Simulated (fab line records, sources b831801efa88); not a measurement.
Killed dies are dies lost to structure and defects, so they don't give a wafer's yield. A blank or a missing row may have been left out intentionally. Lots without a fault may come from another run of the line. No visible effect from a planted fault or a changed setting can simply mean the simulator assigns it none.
fab line records	flow gf180mcu
[record] lots = 15	wafers = 45	last_day = 34
route steps=602 shown M3@426 M4@460 MIM@510 V5@542
lots that met no fault: from a run of the same line without faults
start_h: hours from the record's opening day to when the first of the lot's shown wafers began	wait_h: time in hours since the lot's previous step	" as in the row above	L1.1+2: a row that stands for several wafers	- no value present, or no start provided	* or withheld: withheld	< > ~ a bound
route shown NAME@n: NAME is a module with steps in the file, n the number in the route of the first one	usual: mean/standard deviation of fault-free wafers	same: alike in all rows	chamber/n: place in a boat	sites: each site's reading	_std_site: their standard deviation	_edge_site: mean of outer sites minus mean of inner sites	radius_mm: for every site, how far away it sits from the centre of the wafer	mask NAME#n: copy n	behind: the last tool/chamber to shape the wafer	hold: what put the lot on hold/how long, in hours/how the hold closed	device: the transistor (n, p or np) that didn't switch	end of line: the route-end tests of the same wafers	for a step that has no rows: nothing shown but its recipe	killed: dies that structure and defects cost at the first sort, which is not the same as the wafer's yield	map: a wafer's dies, x killed, . not, _ none there
set.NAME: the setting the step ran with; set.NAME@STEP: the setting that earlier step ran with	model.NAME: the simulator's own value behind a step, which no gauge read
the route's steps for a sample of lots (tables are steps, rows are wafers)
services: a tool's chamber out of use, with start hour (start_h, from the record's first day; less than 0 if before it), hours out, and reason
[[steps]]
[step GF_M3_STRIP_17]
[recipe] chemistry = O2/N2	power_w = 1400	pressure_mtorr = 1500	platen_temp_c = 250	o2_flow_sccm = 3000	n2_flow_sccm = 300	overash_fraction = 0.5
[usual] drypump_motor_current_A = 5.6/0.36	heater_power_w = 329/7.9	oes_product_au = 0.556/0.0047	strip_time_to_endpoint_s = 7.86/0.05
[same] overash_fraction = 0.5
lot.wafer	tool	chamber	start_h	wait_h	drypump_motor_current_A	heater_power_w	oes_product_au	rf_hours_counter_h	strip_time_to_endpoint_s
L584.3	plasma_asher-04	0	489.45	0.1	5.2	329	0.560	-	7.90
L584.5	"	1	"	"	5.6	341	0.564	-	7.91
L584.6	"	0	"	"	5.2	328	0.554	-	7.84
L587.1	plasma_asher-04	1	513.18	0.1	5.6	339	0.555	43	7.92
L587.4	"	1	"	"	5.6	329	0.558	-	7.87
L587.6	"	0	"	"	5.2	333	0.558	-	7.88
L589.1	plasma_asher-04	1	535.73	0.1	5.6	337	0.559	45	7.91
L589.5	"	0	"	"	5.2	325	0.560	-	7.90
L589.6	"	1	"	"	5.6	332	0.559	-	7.83
L591.1	plasma_asher-03	1	546.22	0.1	6.2	331	0.562	78	7.88
L591.3	"	1	"	"	6.2	329	0.560	-	7.89
L591.6	"	0	"	"	5.4	338	0.553	-	7.84
L592.1	plasma_asher-03	0	565.47	0.1	5.4	328	0.556	80	7.82
L592.5	"	0	"	"	5.4	328	0.564	-	7.82
L592.6	"	1	"	"	6.3	329	0.562	-	7.85
L593.3	plasma_asher-03	1	568.40	0.1	6.2	329	0.550	-	7.79
L593.5	"	0	"	"	5.4	338	0.552	-	7.80
L593.6	"	1	"	"	6.2	324	0.559	-	7.87
L594.1	plasma_asher-03	1	576.83	0.1	6.2	330	0.551	81	7.88
L594.3	"	1	"	"	6.2	322	0.556	-	7.84
L594.5	"	0	"	"	5.4	327	0.557	-	7.88
L595.1	plasma_asher-04	0	587.49	0.2	5.2	329	0.554	51	7.87
L595.5	"	0	"	"	5.2	333	0.549	-	7.89
L595.6	"	1	"	"	5.6	335	0.559	-	7.83
L599.2	plasma_asher-03	0	621.03	0.1	5.4	325	0.559	84	7.85
L599.3	"	1	"	"	6.2	334	0.554	-	7.83
L599.6	"	0	"	"	5.4	338	0.560	-	7.88
L600.2	plasma_asher-04	0	623.87	0.1	5.2	324	0.559	55	7.90
L600.4	"	1	"	"	5.6	339	0.563	-	7.89
L600.5	"	1	"	"	5.6	337	0.562	-	7.91
L601.2	plasma_asher-03	1	634.49	0.1	6.2	334	0.561	85	7.89
L601.3	"	1	"	"	6.3	327	0.553	-	7.86
L601.4	"	0	"	"	5.4	332	0.554	-	7.95
L604.2	plasma_asher-03	1	647.82	0.1	6.2	331	0.562	86	7.94
L604.3	"	0	"	"	5.4	338	0.556	-	7.93
L604.5	"	0	"	"	5.4	328	0.561	-	7.95
L605.1	plasma_asher-01	1	655.02	0.1	5.3	323	0.560	108	7.93
L605.5	"	1	"	"	5.3	315	0.551	-	7.98
L605.6	"	0	"	"	5.5	314	0.559	-	7.90
L606.4	plasma_asher-01	1	664.35	0.1	5.3	333	0.558	-	7.87
L606.5	"	1	"	"	5.3	323	0.564	-	7.89
L606.6	"	0	"	"	5.5	307	0.568	-	7.80
L607.2	plasma_asher-01	1	668.28	0.1	5.3	322	0.546	109	7.88
L607.5	"	0	"	"	5.5	311	0.561	-	7.89
L607.6	"	1	"	"	5.3	329	0.558	-	7.89
[step GF_M4_SPUTTER_04]
[recipe] material = TiN	target_thk_nm = 50	power_w = 6500	time_s = 41.7	chamber_pressure_pa = 0.4
[usual] chamber_pressure_pa = 0.4000/0.00086	throttle_valve_pct = 30.0/0.88
lot.wafer	tool	chamber	start_h	wait_h	chamber_pressure_pa	throttle_valve_pct
L584.3	pvd_sputter-02	-	516.40	0.0	0.4002	31.9
L584.5	"	-	"	"	0.3994	30.7
L584.6	"	-	"	"	0.4002	30.2
L587.1	pvd_sputter-01	-	538.75	0.0	0.4014	28.9
L587.4	"	-	"	"	0.3995	29.0
L587.6	"	-	"	"	0.4009	29.0
L589.1	pvd_sputter-01	-	560.93	0.0	0.3990	29.2
L589.5	"	-	"	"	0.4000	29.1
L589.6	"	-	"	"	0.4003	29.1
L591.1	pvd_sputter-02	-	570.90	0.0	0.4007	30.2
L591.3	"	-	"	"	0.4011	29.1
L591.6	"	-	"	"	0.4007	31.6
L592.1	pvd_sputter-02	-	589.84	0.0	0.4005	30.6
L592.5	"	-	"	"	0.4012	31.8
L592.6	"	-	"	"	0.4005	28.8
L593.3	pvd_sputter-02	-	592.99	0.0	0.3998	30.1
L593.5	"	-	"	"	0.4000	30.4
L593.6	"	-	"	"	0.3993	28.8
L594.1	pvd_sputter-03	-	600.68	0.0	0.4000	30.1
L594.3	"	-	"	"	0.3996	29.7
L594.5	"	-	"	"	0.4001	29.4
L595.1	pvd_sputter-03	-	611.09	0.0	0.3994	29.6
L595.5	"	-	"	"	0.3990	29.6
L595.6	"	-	"	"	0.4005	29.5
L599.2	pvd_sputter-03	-	644.08	0.0	0.3999	31.0
L599.3	"	-	"	"	0.4005	29.6
L599.6	"	-	"	"	0.3990	29.3
L600.2	pvd_sputter-02	-	646.68	0.0	0.4002	31.7
L600.4	"	-	"	"	0.3991	30.5
L600.5	"	-	"	"	0.4000	29.1
L601.2	pvd_sputter-03	-	657.50	0.0	0.4006	29.5
L601.3	"	-	"	"	0.3986	30.6
L601.4	"	-	"	"	0.4004	29.7
L604.2	pvd_sputter-03	-	670.45	0.0	0.3994	29.6
L604.3	"	-	"	"	0.3982	29.3
L604.5	"	-	"	"	0.4003	30.0
L605.1	pvd_sputter-01	-	677.64	0.0	0.4003	28.8
L605.5	"	-	"	"	0.4022	29.7
L605.6	"	-	"	"	0.3987	30.5
L606.4	pvd_sputter-01	-	686.01	0.0	0.3994	29.0
L606.5	"	-	"	"	0.3997	29.7
L606.6	"	-	"	"	0.4013	29.3
L607.2	pvd_sputter-02	-	690.13	0.0	0.3991	28.7
L607.5	"	-	"	"	0.4013	31.4
L607.6	"	-	"	"	0.3994	29.2
[step GF_MIM_SPUTTER_07]
[recipe] material = TiN	target_thk_nm = 60	power_w = 6500	time_s = 50	chamber_pressure_pa = 0.4
[usual] chamber_pressure_pa = 0.4000/0.00072	throttle_valve_pct = 30.0/0.85
lot.wafer	tool	chamber	start_h	wait_h	chamber_pressure_pa	throttle_valve_pct
L584.3	pvd_sputter-04	-	564.34	0.0	0.4004	29.2
L584.5	"	-	"	"	0.4001	30.5
L584.6	"	-	"	"	0.4006	29.3
L587.1	pvd_sputter-03	-	586.33	0.1	0.4014	29.9
L587.4	"	-	"	"	0.4003	29.5
L587.6	"	-	"	"	0.3999	30.9
L589.1	pvd_sputter-04	-	607.86	0.1	0.3998	29.0
L589.5	"	-	"	"	0.4003	30.2
L589.6	"	-	"	"	0.4000	30.5
L591.1	pvd_sputter-02	-	617.29	0.1	0.4003	31.7
L591.3	"	-	"	"	0.3987	28.8
L591.6	"	-	"	"	0.3996	31.6
L592.1	pvd_sputter-04	-	633.84	0.1	0.4012	29.1
L592.5	"	-	"	"	0.4007	29.3
L592.6	"	-	"	"	0.4008	30.3
L593.3	pvd_sputter-03	-	637.65	0.0	0.3992	29.7
L593.5	"	-	"	"	0.3995	31.0
L593.6	"	-	"	"	0.4009	29.6
L594.1	pvd_sputter-04	-	644.54	0.1	0.4016	30.2
L594.3	"	-	"	"	0.3997	28.6
L594.5	"	-	"	"	0.3998	30.2
L595.1	pvd_sputter-04	-	654.08	0.1	0.3995	30.3
L595.5	"	-	"	"	0.3995	28.3
L595.6	"	-	"	"	0.3990	29.2
L599.2	pvd_sputter-03	-	686.53	0.0	0.4008	29.5
L599.3	"	-	"	"	0.3998	29.6
L599.6	"	-	"	"	0.3991	30.2
L600.2	pvd_sputter-02	-	687.74	0.0	0.3997	31.5
L600.4	"	-	"	"	0.3988	28.7
L600.5	"	-	"	"	0.4005	30.3
L601.2	pvd_sputter-02	-	698.94	0.0	0.4005	30.6
L601.3	"	-	"	"	0.3997	31.7
L601.4	"	-	"	"	0.4007	30.1
L604.2	pvd_sputter-04	-	710.58	0.0	0.4011	28.5
L604.3	"	-	"	"	0.4000	30.4
L604.5	"	-	"	"	0.3993	28.6
L605.1	pvd_sputter-04	-	717.73	0.1	0.3991	30.3
L605.5	"	-	"	"	0.3995	28.4
L605.6	"	-	"	"	0.3991	30.1
L606.4	pvd_sputter-03	-	724.76	0.0	0.4001	29.7
L606.5	"	-	"	"	0.3997	30.9
L606.6	"	-	"	"	0.4015	29.4
L607.2	pvd_sputter-02	-	728.23	0.0	0.3997	31.8
L607.5	"	-	"	"	0.3989	28.9
L607.6	"	-	"	"	0.4003	30.1
[step GF_V5_CVD_02]
[recipe] material = SiO2	target_thk_nm = 1450	precursor = TEOS	temp_c = 400	time_s = 163.28	rf_w = 600
[usual] heater_power_outer_w = 337/95	heater_power_w = 608/170
lot.wafer	tool	chamber	start_h	wait_h	heater_power_outer_w	heater_power_w	since_wet_clean_h
L584.3	pecvd-02	0	608.34	0.0	236	407	3
L584.5	"	2	"	"	293	491	-
L584.6	"	0	"	"	178	331	-
L587.1	pecvd-02	0	628.92	0.1	230	403	24
L587.4	"	1	"	"	420	761	-
L587.6	"	1	"	"	317	616	-
L589.1	pecvd-04	0	650.29	0.1	348	573	267
L589.5	"	2	"	"	266	534	-
L589.6	"	0	"	"	246	460	-
L591.1	pecvd-04	1	658.10	0.1	275	471	275
L591.3	"	0	"	"	329	558	275
L591.6	"	0	"	"	256	454	-
L592.1	pecvd-03	1	674.28	0.1	279	545	708
L592.5	"	0	"	"	531	905	-
L592.6	"	1	"	"	324	602	-
L593.3	pecvd-03	0	677.88	0.0	558	940	712
L593.5	"	2	"	"	347	726	-
L593.6	"	1	"	"	234	478	-
L594.1	pecvd-03	0	684.69	0.1	508	883	718
L594.3	"	1	"	"	318	591	718
L594.5	"	1	"	"	236	486	-
L595.1	pecvd-02	1	693.36	0.1	413	757	88
L595.5	"	0	"	"	259	425	-
L595.6	"	1	"	"	328	605	-
L599.2	pecvd-03	1	723.84	0.0	-	-	-
L599.3	"	2	"	"	-	-	-
L599.6	"	1	"	"	-	-	-
L600.2	pecvd-04	1	725.24	0.0	-	-	-
L600.4	"	2	"	"	-	-	-
L600.5	"	1	"	"	-	-	-
L601.2	pecvd-04	0	736.58	0.0	-	-	-
L601.3	"	0	"	"	-	-	-
L601.4	"	2	"	"	-	-	-
L604.2	pecvd-02	2	746.29	0.0	391	611	141
L604.3	"	1	"	"	375	681	141
L604.5	"	0	"	"	247	425	-
L605.1	pecvd-04	2	753.40	0.1	312	576	371
L605.5	"	2	"	"	353	635	-
L605.6	"	1	"	"	285	474	-
L606.4	pecvd-02	0	760.46	0.1	182	336	-
L606.5	"	1	"	"	323	617	-
L606.6	"	2	"	"	308	496	-
L607.2	pecvd-03	0	761.69	0.0	574	958	795
L607.5	"	0	"	"	429	770	-
L607.6	"	2	"	"	344	749	-
[step GF_V5_BOW_MEAS_05]
[recipe] mode = bow
[usual] V5_BOW = 135/9.7
lot.wafer	tool	chamber	start_h	wait_h	V5_BOW[um]
L584.3	film_metro-02	-	608.85	0.1	125
L584.5	"	-	"	"	121
L584.6	"	-	"	"	124
L587.1	film_metro-04	-	629.44	0.1	147
L587.4	"	-	"	"	138
L587.6	"	-	"	"	142
L589.1	film_metro-01	-	651.83	0.1	128
L589.5	"	-	"	"	124
L589.6	"	-	"	"	134
L591.1	film_metro-02	-	658.72	0.1	147
L591.3	"	-	"	"	136
L591.6	"	-	"	"	133
L592.1	film_metro-01	-	674.75	0.1	130
L592.5	"	-	"	"	127
L592.6	"	-	"	"	127
L593.3	film_metro-01	-	678.44	0.3	142
L593.5	"	-	"	"	135
L593.6	"	-	"	"	148
L594.1	film_metro-04	-	685.16	0.1	139
L594.3	"	-	"	"	143
L594.5	"	-	"	"	160
L595.1	film_metro-04	-	693.83	0.1	148
L595.5	"	-	"	"	137
L595.6	"	-	"	"	145
L599.2	film_metro-04	-	724.39	0.2	100
L599.3	"	-	"	"	95
L599.6	"	-	"	"	112
L600.2	film_metro-04	-	725.73	0.3	110
L600.4	"	-	"	"	99
L600.5	"	-	"	"	104
L601.2	film_metro-01	-	737.12	0.2	89
L601.3	"	-	"	"	90
L601.4	"	-	"	"	101
L604.2	film_metro-02	-	746.78	0.3	131
L604.3	"	-	"	"	138
L604.5	"	-	"	"	134
L605.1	film_metro-01	-	753.87	0.1	150
L605.5	"	-	"	"	157
L605.6	"	-	"	"	153
L606.4	film_metro-04	-	760.93	0.2	126
L606.5	"	-	"	"	138
L606.6	"	-	"	"	137
L607.2	film_metro-02	-	762.18	0.1	139
L607.5	"	-	"	"	141
L607.6	"	-	"	"	134
[step GF_V5_ETCH_17]
[recipe] chemistry = C4F8/O2/Ar	mask_material = KrF	target = SiO2	stop_on = TiN	source_w = 1500	bias_w = 1200	pressure_mtorr = 40	c4f8_flow_sccm = withheld	O2_flow_sccm = 6	Ar_flow_sccm = 300	time_s = withheld	target_depth_a = 8550
[usual] oes_product_au = 0.860/0.0046
lot.wafer	tool	chamber	start_h	wait_h	oes_product_au
L584.3	rie_diel-02	0	-	-	0.857
L584.5	"	3	"	"	0.857
L584.6	"	0	"	"	0.861
L587.1	rie_diel-02	3	-	-	0.851
L587.4	"	2	"	"	0.858
L587.6	"	3	"	"	0.858
L589.1	rie_diel-04	0	-	-	0.855
L589.5	"	1	"	"	0.858
L589.6	"	2	"	"	0.862
L591.1	rie_diel-04	0	-	-	0.869
L591.3	"	2	"	"	0.855
L591.6	"	3	"	"	0.858
L592.1	rie_diel-01	2	-	-	0.853
L592.5	"	3	"	"	0.861
L592.6	"	2	"	"	0.860
L593.3	rie_diel-04	0	-	-	0.861
L593.5	"	3	"	"	0.867
L593.6	"	0	"	"	0.866
L594.1	rie_diel-02	1	-	-	0.870
L594.3	"	0	"	"	0.854
L594.5	"	0	"	"	0.853
L595.1	rie_diel-02	3	-	-	0.863
L595.5	"	3	"	"	0.865
L595.6	"	1	"	"	0.857
L599.2	rie_diel-02	3	-	-	0.554
L599.3	"	0	"	"	0.545
L599.6	"	1	"	"	0.561
L600.2	rie_diel-04	3	-	-	0.543
L600.4	"	1	"	"	0.541
L600.5	"	0	"	"	0.550
L601.2	rie_diel-04	0	-	-	0.545
L601.3	"	1	"	"	0.540
L601.4	"	3	"	"	0.552
L604.2	rie_diel-02	0	-	-	0.859
L604.3	"	1	"	"	0.862
L604.5	"	3	"	"	0.856
L605.1	rie_diel-02	3	-	-	0.863
L605.5	"	0	"	"	0.858
L605.6	"	3	"	"	0.858
L606.4	rie_diel-02	3	-	-	0.856
L606.5	"	1	"	"	0.855
L606.6	"	0	"	"	0.858
L607.2	rie_diel-02	1	-	-	0.854
L607.5	"	1	"	"	0.869
L607.6	"	3	"	"	0.861
[[services]]
tool	chamber	start_h	hours	kind
rie_diel-04	-	470.57	14.6	pm
pecvd-02	0	475.78	4.6	repair
rie_diel-04	2	488.63	9.1	repair
pvd_sputter-02	-	501.48	8.9	repair
plasma_asher-04	-	523.97	1.6	repair
pvd_sputter-04	-	549.36	1.3	repair
pecvd-02	0	554.59	6.5	repair
pecvd-03	-	559.60	5.5	pm
plasma_asher-03	-	577.25	18.3	repair
pecvd-04	-	589.82	1.1	repair
pecvd-02	-	591.12	14.0	pm
rie_diel-02	2	620.68	12.8	repair
pecvd-02	2	625.20	23.4	repair
pecvd-03	1	626.78	15.3	repair
rie_diel-04	-	673.03	4.0	pm
plasma_asher-03	-	680.74	9.8	repair
pecvd-02	-	705.70	6.0	pm
rie_diel-04	1	707.90	3.6	repair
plasma_asher-03	-	708.78	1.3	repair
pecvd-03	0	709.33	5.1	repair
rie_diel-02	2	710.59	7.6	repair
pvd_sputter-03	-	713.18	1.3	repair
pecvd-03	0	724.72	7.6	repair
rie_diel-02	2	775.96	4.0	repair
[[key]]
[first_sign] step = GF_V5_CVD_02	reading = tool_record	direction = missing
[effect] step = GF_V5_BOW_MEAS_05	reading = V5_BOW	direction = down	sigmas = 3.6	usual = 135	struck = 100
[effect] step = GF_V5_ETCH_17	reading = oes_product_au	direction = down	sigmas = 68	usual = 0.860	struck = 0.548
met_at GF_V5_CVD_02
struck_lots L599,L600,L601
later_rows_left_out L599.2,L599.3,L599.6,L600.2,L600.4,L600.5,L601.2,L601.3,L601.4
sort_left_out L599.2,L599.3,L599.6,L600.2,L600.4,L600.5,L601.2,L601.3,L601.4
not_acting_at GF_M3_STRIP_17,GF_M4_SPUTTER_04,GF_MIM_SPUTTER_07
onset_between 684.69 723.84
[fault] kind = skipped_step_whole	tool = pecvd-03,pecvd-04	chamber = -	onset_h = 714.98	steps = GF_V5_CVD_02	scope = struck_lots_only
// sort_left_out: the simulated sort isn't trusted on such a fault, so these wafers' sort isn't shown, and their yield isn't known
// later_rows_left_out: the simulator's readings of these wafers behind a module that went badly wrong aren't trusted and aren't shown, but for the sort
